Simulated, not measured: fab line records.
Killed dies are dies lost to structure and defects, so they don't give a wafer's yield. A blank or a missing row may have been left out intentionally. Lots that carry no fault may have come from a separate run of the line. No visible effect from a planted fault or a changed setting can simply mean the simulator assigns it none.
Chamber matching + flow sky130 + SKY_VIA4_ETCH_12 on rieDiel-02 has 4 sister chambers
The step etches SiO2 in C4F8/O2/Ar, stops on TiN, target depth 580 nm. 14 wafers are shown with their chamber, then 7 later ones without.

== WAFERS PAIRED WITH THEIR CHAMBERS ==
| wafer  | chamber | oesProductAu (a.u.) |
|--------|---------|---------------------|
| L342.2 | 0       | 0.928               |
| L342.3 | 1       | 0.924               |
| L342.4 | 2       | 0.929               |
| L344.1 | 1       | 0.927               |
| L344.5 | 0       | 0.930               |
| L344.6 | 3       | 0.929               |
| L346.1 | 2       | 0.926               |
| L346.2 | 1       | 0.920               |
| L346.5 | 0       | 0.925               |
| L351.2 | 2       | 0.933               |
| L351.5 | 2       | 0.934               |
| L351.6 | 3       | 0.928               |
| L353.2 | 0       | 0.927               |
| L353.4 | 2       | 0.932               |

SIGNATURES (means of the wafers above)
| reading      | chamber 0 | chamber 1 | chamber 2 | chamber 3 | scatter within a chamber |
|--------------|-----------|-----------|-----------|-----------|--------------------------|
| oesProductAu | 0.92750   | 0.92367   | 0.93080   | 0.92850   | 0.00285                  |
Rule: for a wafer and a chamber, the distance is found by dividing, reading by reading, the gap between the wafer's reading and the chamber's mean by the reading's scatter, squaring, summing and taking the root. The wafer belongs to the nearest chamber; if the next one is less than 2 further off, it can't be placed. The scatter: the root of (the sum of the squares of (reading less its chamber's mean) over the shown wafers, divided by (wafers less chambers)).

== WAFERS WHOSE CHAMBER IS MISSING ==
| wafer  | oesProductAu (a.u.) |
|--------|---------------------|
| L353.5 | 0.929               |
| L359.2 | 0.934               |
| L359.5 | 0.934               |
| L359.6 | 0.934               |
| L360.1 | 0.921               |
| L360.4 | 0.924               |
| L360.6 | 0.924               |

== EACH ONE'S CHAMBER ==
| wafer  | from the rows above               | in truth |
|--------|-----------------------------------|----------|
| L353.5 | can't be placed: 3 or 0 or 2 or 1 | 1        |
| L359.2 | can't be placed: 2 or 3 or 0      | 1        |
| L359.5 | can't be placed: 2 or 3 or 0      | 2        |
| L359.6 | can't be placed: 2 or 3 or 0      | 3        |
| L360.1 | can't be placed: 1 or 0 or 3      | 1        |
| L360.4 | can't be placed: 1 or 0 or 3      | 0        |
| L360.6 | can't be placed: 1 or 0 or 3      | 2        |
0 of 7 placed correctly. Not placeable from these rows: 7 (in 5, the candidates include the true chamber). Number placed wrongly: 0.
